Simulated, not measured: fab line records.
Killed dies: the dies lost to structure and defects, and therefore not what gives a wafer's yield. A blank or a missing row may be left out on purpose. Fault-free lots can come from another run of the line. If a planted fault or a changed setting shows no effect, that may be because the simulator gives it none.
The same fault as seen by 2 desks -- flow sky130 -- every desk sees just its own numbers, and what lay behind them comes last

## DESK OF THE TOOL OWNER: cvd_w-02
The tool's own readings at SKY_VIA1_CVD_21 (deposits W, target thk 270 nm, time 80.902 s): means of the sampled wafers that have a number, for each lot that ran on this tool. The brackets show how far a lot's mean lies from the usual mean; more than 4 standard deviations puts the lot out of limits, marked OUT.
Columns: A = chamber_pressure_Torr at SKY_VIA1_CVD_21, usual 40.01 Torr; B = heater_power_w at SKY_VIA1_CVD_21, usual 864 W
lot,first seen here,A,B
L953,day 36 21:07,39.92,821
L957,day 37 17:19,53.17 (+99 or more) OUT,850
L959,day 38 15:17,53.24 (+99 or more) OUT,814
L968,day 40 21:41,40.07,806
L969,day 41 05:36,40.05,846
L970,day 41 10:41,40.00,816
This desk's verdict: out of limits on L957, L959, starting with L957 at day 37 17:19 (chamber_pressure_Torr at SKY_VIA1_CVD_21). Within limits: L953, L968, L969, L970.

## FROM THE METROLOGY DESK
What the gauges read for every lot (on any tool): the sampled wafers with a number, averaged. The brackets show how far a lot's mean lies from the usual mean; more than 4 standard deviations puts the lot out of limits, marked OUT.
Columns: A = VIA1_W_RS at SKY_VIA1_RS_MEAS_22, usual 0.426 ohm/sq; B = VIA1_W_THK at SKY_VIA1_THK_MEAS_23, usual 269.0 nm
lot,first seen here,A,B
L947,day 34 06:55,0.426,269.5
L953,day 36 21:13,0.423,268.4
L957,day 37 17:24,0.366 (-15) OUT,308.9 (+13) OUT
L958,day 38 07:16,0.430,268.1
L959,day 38 15:22,0.367 (-14) OUT,310.5 (+14) OUT
L964,day 40 01:10,0.431,264.5
L968,day 40 21:48,0.429,269.0
L969,day 41 05:43,0.429,267.9
L970,day 41 10:47,0.427,267.6
Finding of this desk: L957, L959 out of limits, first seen on L957 at day 37 17:24 (VIA1_W_RS at SKY_VIA1_RS_MEAS_22). Within limits: L947, L953, L958, L964, L968, L969, L970.

## BROUGHT TOGETHER
At day 37 17:19, on L957, L959, the tool owner's desk was in a position to raise an alarm.
On L957, L959, the metrology desk was in a position to raise an alarm at day 37 17:24.
On cvd_w-02, each named lot ran SKY_VIA1_CVD_21.

## WHAT THE SIMULATOR HAD INSERTED
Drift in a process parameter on cvd_w-02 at SKY_VIA1_CVD_21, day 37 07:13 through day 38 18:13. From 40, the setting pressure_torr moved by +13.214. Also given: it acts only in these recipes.
Struck lots among those shown: L957, L959.
Counting hours from when the fault started, the first reading out of limits came at 10 for the tool owner's desk and at 10 for the metrology desk.
